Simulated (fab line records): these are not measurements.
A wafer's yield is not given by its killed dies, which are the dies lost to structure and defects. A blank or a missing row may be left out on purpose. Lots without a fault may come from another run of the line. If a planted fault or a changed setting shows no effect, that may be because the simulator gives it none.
fab line records	flow sky130
record lots=15	wafers=43	last-day=49
route steps=708 shown VT_ADJUST_HVTP@93 VT_ADJUST_LVTN@118 LDD_HVN@274 CONTACT@433 PAD_OPEN@708
lots with no fault: from the same line, run without faults
start-h: hours from the record's first day to the start of the lot's first wafer shown	wait-h: hours from the lot's prior step to this one	" repeats the value in the row above	L1.1+2: several wafers, shown together as one row	- either no value or no given start	* or withheld: withheld	< > ~ a bound
route shown NAME@n: NAME is a module with steps in the file, n the number in the route of the first one	usual: mean/standard deviation taken from wafers without a fault	same: alike in all rows	chamber/n: place in a boat	sites: readings site by site	_std_site: how widely they spread, as a standard deviation	_edge_site: outer sites' mean less inner sites'	radius-mm: for every site, how far away it sits from the centre of the wafer	mask NAME#n: copy n	behind: the tool/chamber that last shaped the wafer	hold: cause of the lot's hold/its duration in hours/its outcome	device: the n, p or np transistor that did not switch	end of line: at the end of the route, the tests of the same wafers	where a step has no rows: the recipe by itself	killed: at the first sort, the dies lost to defects and structure; wafer yield is something else	map: per-die view of a wafer (x killed, . not killed, _ where there is no die)
set.NAME: the setting as run; set.NAME@STEP: as run at that earlier step	model.NAME: the simulator's own value behind a step, which no gauge read
a sample of lots followed through the steps of the route, with each step as a table and each wafer as a row
services: a tool's chamber out of use, with start hour (start-h, from the record's first day; less than 0 if before it), hours out, and reason
## steps
# step SKY_VT_ADJUST_HVTP_OVL_MEAS_08
# usual VT_ADJUST_HVTP_OVL=-0.9/1.3
lot.wafer	tool	chamber	start-h	wait-h	VT_ADJUST_HVTP_OVL[nm]
L109.3	overlay-02	-	129.59	0.1	-3.2
L109.5	"	-	"	"	-0.6
L109.6	"	-	"	"	-2.8
L111.3	overlay-02	-	143.85	0.1	-0.1
L111.5	"	-	"	"	-2.0
L111.6	"	-	"	"	-0.3
L112.1	overlay-02	-	148.19	0.1	1.1
L112.3	"	-	"	"	0.3
L112.4	"	-	"	"	0.3
L113.1	overlay-02	-	156.78	0.1	-0.8
L113.2	"	-	"	"	-2.4
L113.4	"	-	"	"	-1.0
L114.2	overlay-01	-	156.88	0.1	-1.1
L114.3	"	-	"	"	-1.3
L114.4	"	-	"	"	-2.1
L115.1	overlay-01	-	165.09	0.1	-0.1
L115.2	"	-	"	"	-1.5
L115.5	"	-	"	"	-0.4
L116.2	overlay-01	-	173.53	0.1	1.0
L116.5	"	-	"	"	-0.3
L116.6	"	-	"	"	1.2
L118.1	overlay-01	-	183.84	0.1	-3.1
L118.4	"	-	"	"	-0.5
L118.6	"	-	"	"	-1.4
L119.2	overlay-01	-	189.39	0.1	-0.5
L119.5	"	-	"	"	-0.5
L119.6	"	-	"	"	-2.5
L120.1	overlay-02	-	197.18	0.1	-0.5
L120.3	"	-	"	"	1.2
L120.6	"	-	"	"	1.6
L121.1	overlay-02	-	201.28	0.1	-0.6
L121.3	"	-	"	"	-1.3
L121.5	"	-	"	"	-1.8
L124.1	overlay-01	-	232.14	0.1	0.2
L124.2	"	-	"	"	0.0
L125.1	overlay-01	-	234.63	0.1	-1.6
L125.4	"	-	"	"	-1.7
L125.6	"	-	"	"	-2.7
L126.2	overlay-01	-	236.54	0.1	0.4
L126.4	"	-	"	"	-0.3
L126.6	"	-	"	"	-1.5
L127.1	overlay-01	-	242.38	0.1	-4.0
L127.3	"	-	"	"	-4.5
# step SKY_VT_ADJUST_LVTN_TW_MEAS_21
# usual VT_ADJUST_LVTN_2_TW=187.8/1
lot.wafer	tool	chamber	start-h	wait-h	VT_ADJUST_LVTN_2_TW
L109.3	film-metro-04	-	168.73	0.1	187.3
L109.5	"	-	"	"	187.6
L109.6	"	-	"	"	187.5
L111.3	film-metro-04	-	184.33	0.1	188.5
L111.5	"	-	"	"	187.8
L111.6	"	-	"	"	187.5
L112.1	film-metro-04	-	189.41	0.1	187.7
L112.3	"	-	"	"	187.8
L112.4	"	-	"	"	187.4
L113.1	film-metro-04	-	198.60	0.1	188.9
L113.2	"	-	"	"	189.6
L113.4	"	-	"	"	188.6
L114.2	film-metro-03	-	198.73	0.1	187.8
L114.3	"	-	"	"	188.2
L114.4	"	-	"	"	187.8
L115.1	film-metro-04	-	207.20	0.1	189.0
L115.2	"	-	"	"	187.9
L115.5	"	-	"	"	188.7
L116.2	film-metro-03	-	215.76	0.1	187.2
L116.5	"	-	"	"	186.5
L116.6	"	-	"	"	187.6
L118.1	film-metro-01	-	227.80	0.1	187.7
L118.4	"	-	"	"	188.6
L118.6	"	-	"	"	188.5
L119.2	film-metro-03	-	234.51	0.1	186.1
L119.5	"	-	"	"	185.9
L119.6	"	-	"	"	185.2
L120.1	film-metro-04	-	243.47	0.1	187.8
L120.3	"	-	"	"	186.8
L120.6	"	-	"	"	187.5
L121.1	film-metro-03	-	248.05	0.1	186.9
L121.3	"	-	"	"	187.1
L121.5	"	-	"	"	187.4
L124.1	film-metro-04	-	282.30	0.1	189.1
L124.2	"	-	"	"	189.1
L125.1	film-metro-01	-	284.20	0.1	186.8
L125.4	"	-	"	"	187.2
L125.6	"	-	"	"	187.1
L126.2	film-metro-04	-	284.68	0.1	188.8
L126.4	"	-	"	"	190.0
L126.6	"	-	"	"	188.5
L127.1	film-metro-04	-	290.82	0.1	188.7
L127.3	"	-	"	"	189.3
# step SKY_LDD_HVN_OVL_MEAS_07
# usual LDD_HVN_OVL=-0.2/1.3
lot.wafer	tool	chamber	start-h	wait-h	LDD_HVN_OVL[nm]
L109.3	overlay-02	-	468.93	0.1	-1.0
L109.5	"	-	"	"	0.9
L109.6	"	-	"	"	-2.1
L111.3	overlay-02	-	497.92	0.1	0.4
L111.5	"	-	"	"	-1.5
L111.6	"	-	"	"	-0.9
L112.1	overlay-02	-	503.65	0.1	-0.9
L112.3	"	-	"	"	-1.9
L112.4	"	-	"	"	-2.2
L114.2	overlay-01	-	517.92	0.1	1.6
L114.3	"	-	"	"	-0.5
L114.4	"	-	"	"	-1.0
L113.1	overlay-01	-	518.21	0.1	-2.0
L113.2	"	-	"	"	-2.7
L113.4	"	-	"	"	-1.9
L115.1	overlay-01	-	527.90	0.1	0.6
L115.2	"	-	"	"	0.9
L115.5	"	-	"	"	1.2
L116.2	overlay-02	-	534.08	0.1	1.7
L116.5	"	-	"	"	-0.5
L116.6	"	-	"	"	0.6
L118.1	overlay-02	-	553.66	0.1	-0.7
L118.4	"	-	"	"	-1.1
L118.6	"	-	"	"	0.7
L119.2	overlay-01	-	564.42	0.1	-1.4
L119.5	"	-	"	"	-1.7
L119.6	"	-	"	"	-0.4
L120.1	overlay-01	-	570.30	0.1	-0.1
L120.3	"	-	"	"	-0.3
L120.6	"	-	"	"	-1.4
L121.1	overlay-02	-	573.22	0.1	0.7
L121.3	"	-	"	"	-0.6
L121.5	"	-	"	"	-0.5
L124.1	overlay-01	-	617.16	0.1	1.9
L124.2	"	-	"	"	2.5
L125.1	overlay-02	-	619.91	0.1	0.9
L125.4	"	-	"	"	-0.4
L125.6	"	-	"	"	-0.8
L126.2	overlay-02	-	626.32	0.1	2.1
L126.4	"	-	"	"	0.5
L126.6	"	-	"	"	1.0
L127.1	overlay-02	-	628.81	0.1	1.2
L127.3	"	-	"	"	1.2
# step SKY_CONTACT_CMP_27
# recipe stop-on=SiO2	t-overpolish-s=15	down-force-psi=3.5	platen-rpm=60	target-thk-nm=0	pad-velocity-m-s=0.94248
# usual motor-current-A=11.3/1.4	overpolish-run-s=15.000/0.0088	time-to-endpoint-s=80/3.5
lot.wafer	tool	chamber	start-h	wait-h	motor-current-A	overpolish-run-s	time-to-endpoint-s
L109.3	cmp-02	1	743.26	0.2	9.3	15.000	83
L109.5	"	2	"	"	13.5	15.003	82
L109.6	"	3	"	"	10.2	14.982	80
L111.3	cmp-02	0	763.25	0.0	11.4	14.995	83
L111.6	"	0	"	"	11.6	14.985	81
L111.5	"	1	"	"	9.3	14.997	79
L112.3	cmp-01	0	769.84	0.0	13.5	14.998	89
L112.4	"	1	"	"	10.2	14.993	83
L112.1	"	2	"	"	10.8	15.010	83
L114.3	cmp-01	3	782.78	0.1	12.8	15.013	83
L114.4	"	0	"	"	13.7	14.989	87
L114.2	"	1	"	"	10.1	15.014	83
L113.4	cmp-01	1	783.95	0.0	10.1	15.005	84
L113.1	"	2	"	"	10.9	15.005	83
L113.2	"	0	"	"	14.2	15.009	88
L115.1	cmp-02	2	794.61	0.2	12.7	14.993	77
L115.2	"	0	"	"	11.8	14.995	78
L115.5	"	2	"	"	13.2	15.010	77
L116.2	cmp-02	0	803.83	0.2	11.2	15.010	80
L116.5	"	1	"	"	9.5	14.988	75
L116.6	"	2	"	"	12.9	14.993	74
L118.1	cmp-02	0	814.94	0.1	12.1	14.996	81
L118.4	"	1	"	"	9.5	15.001	76
L118.6	"	3	"	"	10.1	14.988	73
L119.2	cmp-02	0	824.00	0.0	11.3	14.990	77
L119.5	"	0	"	"	12.0	14.999	78
L119.6	"	1	"	"	9.5	14.999	74
L120.1	cmp-02	1	828.43	0.1	9.7	14.998	77
L120.3	"	2	"	"	13.5	14.983	79
L120.6	"	1	"	"	10.0	15.008	75
L121.1	cmp-01	0	830.80	0.1	14.6	15.001	83
L121.3	"	3	"	"	12.1	15.004	83
L121.5	"	1	"	"	10.7	15.002	80
L124.1	cmp-02	2	871.52	0.1	13.0	0.045	125
L124.2	"	3	"	"	10.1	0.037	126
L125.4	cmp-01	2	874.80	0.0	10.8	15.014	79
L125.1	"	1	"	"	10.3	15.014	80
L125.6	"	2	"	"	10.5	14.994	80
L126.4	cmp-02	3	880.63	0.0	9.9	14.986	77
L126.2	"	1	"	"	9.5	0.032	125
L126.6	"	3	"	"	10.2	14.987	74
L127.3	cmp-02	3	881.59	0.1	10.2	14.996	80
L127.1	"	0	"	"	11.5	0.045	126
# step SKY_PAD_OPEN_PROBE_99
# usual killed_at_M0_to_M3=45/7.3	killed_at_M4_up=3.2/1.8	killed-at-contacts=25/5.5	killed-at-front-end=15/4.2	killed-at-other=0.3/0.69	killed-dies=89/9.4	killed-on-rim=17/3.8	killed-open=49/6.6	killed-short=40/6.4
# same gross-dies=492	killed-at-back-side=0
lot.wafer	tool	chamber	start-h	wait-h	killed_at_M0_to_M3	killed_at_M4_up	killed-at-contacts	killed-at-front-end	killed-at-other	killed-dies	killed-on-rim	killed-open	killed-short
L109.3	prober-01	-	1081.07	0.2	45	4	27	15	0	91	25	43	47
L109.5	prober-01	-	1081.17	0.2	60	3	29	18	0	110	22	58	51
L109.6	prober-01	-	1081.22	0.2	39	2	25	21	0	87	16	45	41
L112.1	prober-02	-	1100.66	0.1	52	1	20	12	0	85	21	46	38
L112.3	prober-02	-	1100.76	0.2	36	5	29	14	0	84	13	42	42
L112.4	prober-02	-	1100.81	0.2	31	3	30	16	0	80	16	39	41
L113.1	prober-02	-	1108.92	0.1	44	6	22	9	0	81	14	44	37
L113.2	prober-02	-	1108.97	0.1	40	1	20	19	2	82	23	44	37
L113.4	prober-02	-	1109.07	0.2	48	0	16	11	1	76	13	32	43
L115.1	prober-01	-	1120.16	0.1	49	3	19	20	1	92	17	50	40
L115.2	prober-01	-	1120.21	0.1	50	3	15	17	1	86	16	48	38
L115.5	prober-01	-	1120.36	0.2	42	5	27	14	0	88	19	42	45
L118.1	prober-02	-	1132.57	0.1	47	3	29	16	1	96	20	57	38
L118.4	prober-02	-	1132.72	0.2	53	3	21	14	1	92	16	47	44
L118.6	prober-02	-	1132.82	0.2	48	3	29	15	0	95	16	51	43
L119.2	prober-01	-	1144.01	0.1	39	3	27	11	2	82	21	47	33
L119.5	prober-01	-	1144.16	0.2	32	3	28	22	3	88	13	49	37
L119.6	prober-01	-	1144.21	0.2	50	5	28	25	0	108	20	60	48
L120.1	prober-02	-	1145.51	0.1	48	5	18	17	1	89	16	35	52
L120.3	prober-02	-	1145.61	0.2	48	2	30	11	0	91	15	50	41
L120.6	prober-02	-	1145.76	0.2	59	1	26	13	1	100	19	62	38
L121.1	prober-01	-	1145.84	0.1	53	2	21	13	0	89	19	47	41
L121.3	prober-01	-	1145.94	0.2	47	3	31	20	0	101	24	48	53
L121.5	prober-01	-	1146.04	0.2	51	4	20	16	0	91	18	57	34
L124.1	prober-02	-	1173.48	0.1	41	3	430	18	0	492	96	42	44
L124.2	prober-02	-	1173.53	0.1	41	4	434	13	0	492	96	45	31
L126.2	prober-02	-	1180.16	0.1	42	0	434	15	1	492	96	50	38
L126.4	prober-02	-	1180.26	0.2	57	3	19	16	0	95	21	48	47
L126.6	prober-02	-	1180.36	0.2	49	3	33	11	0	96	14	55	41
L127.1	prober-01	-	1181.81	0.1	55	2	425	10	0	492	96	48	41
L127.3	prober-01	-	1181.91	0.2	41	3	33	17	0	94	21	51	42
# killed by level:class
L109.3 METAL1:geometric-particle:short=10 VIA1:geometric-particle:open=10 CONTACT:geometric-particle:open=9 VIA2:geometric-particle:short=7 LI_CONTACT:geometric-particle:open=5 CONTACT:geometric-particle:short=5 POLY_GATE:geometric-particle:open=4 LI_CONTACT:geometric-particle:short=4
L109.5 VIA1:geometric-particle:open=14 LI_CONTACT:geometric-particle:open=9 CONTACT:geometric-particle:open=8 METAL3:geometric-particle:short=8 FIELD_ISO:geometric-particle:open=7 METAL2:geometric-particle:short=7 CONTACT:geometric-particle:short=6 VIA1:geometric-particle:short=6
L109.6 CONTACT:geometric-particle:open=12 VIA1:geometric-particle:open=12 FIELD_ISO:geometric-particle:open=7 POLY_GATE:geometric-particle:short=7 LI_CONTACT:geometric-particle:open=5 METAL2:geometric-particle:short=5 LI_CONTACT:geometric-particle:short=4 METAL1:geometric-particle:short=4
L112.1 VIA2:geometric-particle:open=12 VIA1:geometric-particle:open=11 METAL2:geometric-particle:short=7 VIA1:geometric-particle:short=6 LI_CONTACT:geometric-particle:open=5 CONTACT:geometric-particle:short=5 CONTACT:geometric-particle:open=5 POLY_GATE:geometric-particle:short=4
L112.3 CONTACT:geometric-particle:open=11 LOCAL_INTERCONNECT:geometric-particle:short=7 VIA2:geometric-particle:open=7 VIA1:geometric-particle:open=6 CONTACT:geometric-particle:short=5 VIA2:geometric-particle:short=5 METAL2:geometric-particle:short=4 LI_CONTACT:geometric-particle:open=4
L112.4 CONTACT:geometric-particle:open=8 VIA1:geometric-particle:open=7 LI_CONTACT:geometric-particle:open=6 CONTACT:geometric-particle:short=6 LOCAL_INTERCONNECT:geometric-particle:short=5 VIA3:geometric-particle:open=5 FIELD_ISO:geometric-particle:short=4 POLY_GATE:geometric-particle:short=4
L113.1 CONTACT:geometric-particle:open=12 VIA1:geometric-particle:open=11 METAL2:geometric-particle:short=8 VIA3:geometric-particle:open=8 METAL4:geometric-particle:short=5 VIA1:geometric-particle:short=4 VIA3:geometric-particle:short=4 FIELD_ISO:geometric-particle:short=3
L113.2 CONTACT:geometric-particle:open=8 VIA2:geometric-particle:open=8 VIA1:geometric-particle:open=8 METAL2:geometric-particle:short=7 VIA3:geometric-particle:open=6 FIELD_ISO:geometric-particle:short=5 LI_CONTACT:geometric-particle:open=5 FIELD_ISO:geometric-particle:open=4
L113.4 VIA1:geometric-particle:open=10 METAL1:geometric-particle:short=9 METAL2:geometric-particle:short=8 VIA1:geometric-particle:short=6 VIA3:geometric-particle:open=6 CONTACT:geometric-particle:short=4 CONTACT:geometric-particle:open=4 LI_CONTACT:geometric-particle:open=3
L115.1 VIA1:geometric-particle:open=10 METAL1:geometric-particle:short=9 CONTACT:geometric-particle:short=7 VIA3:geometric-particle:open=7 VIA2:geometric-particle:open=7 FIELD_ISO:geometric-particle:open=5 LI_CONTACT:geometric-particle:open=5 POLY_GATE:geometric-particle:open=5
L115.2 VIA1:geometric-particle:open=11 VIA2:geometric-particle:open=9 VIA3:geometric-particle:open=8 METAL1:geometric-particle:short=7 CONTACT:geometric-particle:open=6 FIELD_ISO:geometric-particle:short=5 FIELD_ISO:geometric-particle:open=4 LI_CONTACT:geometric-particle:short=4
L115.5 CONTACT:geometric-particle:open=13 VIA1:geometric-particle:open=8 FIELD_ISO:geometric-particle:short=6 VIA1:geometric-particle:short=6 LI_CONTACT:geometric-particle:open=5 METAL1:geometric-particle:short=5 METAL2:geometric-particle:short=5 VIA2:geometric-particle:open=5
L118.1 VIA1:geometric-particle:open=16 CONTACT:geometric-particle:open=13 CONTACT:geometric-particle:short=8 METAL2:geometric-particle:short=8 POLY_GATE:geometric-particle:open=7 LI_CONTACT:geometric-particle:open=5 VIA2:geometric-particle:open=5 POLY_GATE:geometric-particle:short=4
L118.4 VIA1:geometric-particle:open=11 METAL2:geometric-particle:short=10 VIA3:geometric-particle:open=8 VIA2:geometric-particle:open=7 LOCAL_INTERCONNECT:geometric-particle:short=6 CONTACT:geometric-particle:open=6 POLY_GATE:geometric-particle:open=5 FIELD_ISO:geometric-particle:short=4
L118.6 CONTACT:geometric-particle:open=10 VIA1:geometric-particle:open=10 LI_CONTACT:geometric-particle:open=9 VIA3:geometric-particle:open=9 VIA2:geometric-particle:open=7 POLY_GATE:geometric-particle:short=5 VIA3:geometric-particle:short=5 LOCAL_INTERCONNECT:geometric-particle:short=5
L119.2 CONTACT:geometric-particle:open=12 VIA1:geometric-particle:open=9 VIA3:geometric-particle:open=7 METAL2:geometric-particle:short=7 CONTACT:geometric-particle:short=5 LI_CONTACT:geometric-particle:open=5 VIA2:geometric-particle:open=5 FIELD_ISO:geometric-particle:short=4
L119.5 LI_CONTACT:geometric-particle:open=9 CONTACT:geometric-particle:open=9 VIA1:geometric-particle:open=9 FIELD_ISO:geometric-particle:short=6 FIELD_ISO:geometric-particle:open=5 METAL1:geometric-particle:short=5 VIA3:geometric-particle:open=4 POLY_GATE:geometric-particle:short=3
L119.6 VIA1:geometric-particle:open=15 CONTACT:geometric-particle:open=13 VIA2:geometric-particle:open=11 CONTACT:geometric-particle:short=8 METAL2:geometric-particle:short=7 VIA1:geometric-particle:short=6 FIELD_ISO:geometric-particle:short=5 POLY_GATE:geometric-particle:short=4
L120.1 METAL1:geometric-particle:short=10 VIA3:geometric-particle:short=8 VIA3:geometric-particle:open=7 CONTACT:geometric-particle:open=7 LOCAL_INTERCONNECT:geometric-particle:short=6 VIA1:geometric-particle:short=5 SPACER:geometric-particle:short=4 METAL2:geometric-particle:short=4
L120.3 CONTACT:geometric-particle:open=13 VIA1:geometric-particle:open=11 CONTACT:geometric-particle:short=8 VIA2:geometric-particle:open=8 VIA3:geometric-particle:short=6 METAL2:geometric-particle:short=5 LI_CONTACT:geometric-particle:open=4 METAL1:geometric-particle:short=4
L120.6 VIA1:geometric-particle:open=17 LOCAL_INTERCONNECT:geometric-particle:short=7 LI_CONTACT:geometric-particle:open=7 VIA3:geometric-particle:open=7 CONTACT:geometric-particle:open=6 METAL1:geometric-particle:open=5 FIELD_ISO:geometric-particle:open=5 METAL2:geometric-particle:open=5
L121.1 VIA2:geometric-particle:open=11 LI_CONTACT:geometric-particle:open=8 VIA1:geometric-particle:open=8 METAL1:geometric-particle:short=7 CONTACT:geometric-particle:open=6 VIA3:geometric-particle:open=6 METAL2:geometric-particle:short=6 POLY_GATE:geometric-particle:short=5
L121.3 VIA1:geometric-particle:open=10 CONTACT:geometric-particle:open=9 VIA3:geometric-particle:open=9 METAL1:geometric-particle:short=7 FIELD_ISO:geometric-particle:short=6 LOCAL_INTERCONNECT:geometric-particle:short=6 CONTACT:geometric-particle:short=5 POLY_GATE:geometric-particle:short=5
L121.5 VIA1:geometric-particle:open=11 CONTACT:geometric-particle:open=8 METAL2:geometric-particle:short=8 VIA2:geometric-particle:open=8 VIA3:geometric-particle:open=8 LI_CONTACT:geometric-particle:open=6 POLY_GATE:geometric-particle:open=5 METAL1:geometric-particle:open=4
L124.1 CONTACT:area-cmp=406 VIA1:geometric-particle:open=9 METAL2:geometric-particle:short=8 CONTACT:geometric-particle:short=7 LI_CONTACT:geometric-particle:open=6 CONTACT:geometric-particle:open=6 POLY_GATE:geometric-particle:short=5 VIA3:geometric-particle:open=5
L124.2 CONTACT:area-cmp=416 VIA1:geometric-particle:open=11 VIA3:geometric-particle:open=9 LI_CONTACT:geometric-particle:open=5 POLY_GATE:geometric-particle:short=4 CONTACT:geometric-particle:short=4 METAL2:geometric-particle:short=4 VIA2:geometric-particle:open=4
L126.2 CONTACT:area-cmp=404 CONTACT:geometric-particle:open=10 VIA1:geometric-particle:open=9 LI_CONTACT:geometric-particle:open=8 VIA2:geometric-particle:open=8 CONTACT:geometric-particle:short=6 METAL1:geometric-particle:short=6 FIELD_ISO:geometric-particle:short=5
L126.4 VIA2:geometric-particle:open=9 VIA1:geometric-particle:open=9 VIA3:geometric-particle:open=9 FIELD_ISO:geometric-particle:short=8 CONTACT:geometric-particle:open=7 METAL2:geometric-particle:short=6 METAL1:geometric-particle:short=5 VIA2:geometric-particle:short=5
L126.6 VIA1:geometric-particle:open=14 CONTACT:geometric-particle:open=11 VIA3:geometric-particle:open=10 CONTACT:geometric-particle:short=8 VIA1:geometric-particle:short=7 LI_CONTACT:geometric-particle:open=7 FIELD_ISO:geometric-particle:open=5 METAL2:geometric-particle:short=4
L127.1 CONTACT:area-cmp=403 CONTACT:geometric-particle:open=10 VIA1:geometric-particle:open=10 VIA1:geometric-particle:short=9 METAL2:geometric-particle:short=8 VIA3:geometric-particle:open=7 VIA2:geometric-particle:open=6 LI_CONTACT:geometric-particle:open=5
L127.3 CONTACT:geometric-particle:open=16 VIA2:geometric-particle:open=9 VIA1:geometric-particle:open=8 LOCAL_INTERCONNECT:geometric-particle:short=7 FIELD_ISO:geometric-particle:open=6 CONTACT:geometric-particle:short=6 METAL1:geometric-particle:short=5 FIELD_ISO:geometric-particle:short=4
## services
tool	chamber	start-h	hours	kind
cmp-02	-	744.00	4.0	pm
cmp-02	-	748.00	-	consumable-replace:conditioner
cmp-02	-	748.00	-	consumable-replace:pad
cmp-01	-	787.28	0.5	repair
cmp-01	-	808.74	3.4	repair
cmp-01	-	838.26	3.9	pm
## key
first-sign step=SKY_CONTACT_CMP_27	reading=overpolish-run-s	direction=down	sigmas=99+	usual=15.000	struck=0.040
effect step=SKY_CONTACT_CMP_27	reading=time-to-endpoint-s	direction=up	sigmas=13	usual=*	struck=*
effect step=SKY_PAD_OPEN_PROBE_99	reading=killed-at-contacts	direction=up	sigmas=74	usual=25	struck=431
more-kills-born-at SKY_CONTACT_CMP_27@cmp-02=1629
met-at SKY_CONTACT_CMP_27
struck-lots L124,L126,L127
struck-wafers L124.1,L124.2,L126.2,L127.1
later-rows-left-out L124.1,L124.2,L126.2,L127.1
tester-left-out L124,L126,L127
not-acting-at SKY_VT_ADJUST_HVTP_OVL_MEAS_08,SKY_VT_ADJUST_LVTN_TW_MEAS_21,SKY_LDD_HVN_OVL_MEAS_07
onset-between 828.43 871.52
fault kind=process-parameter-drift	tool=cmp-02	chamber=-	onset-h=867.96	steps=SKY_CONTACT_CMP_27	channel=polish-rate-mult	offset=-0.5	shape=step	end-h=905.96	scope=struck-wafers-only
# tester-left-out: of these lots the tester's yield and bins aren't shown, on N5 and GAA mostly nor the transistor test; their killed dies are dies lost to structure and defects alone, not to doping, threshold or leakage, so they don't give the yield
# later-rows-left-out: the simulator's readings of these wafers behind a module that went badly wrong aren't trusted and aren't shown, but for the sort
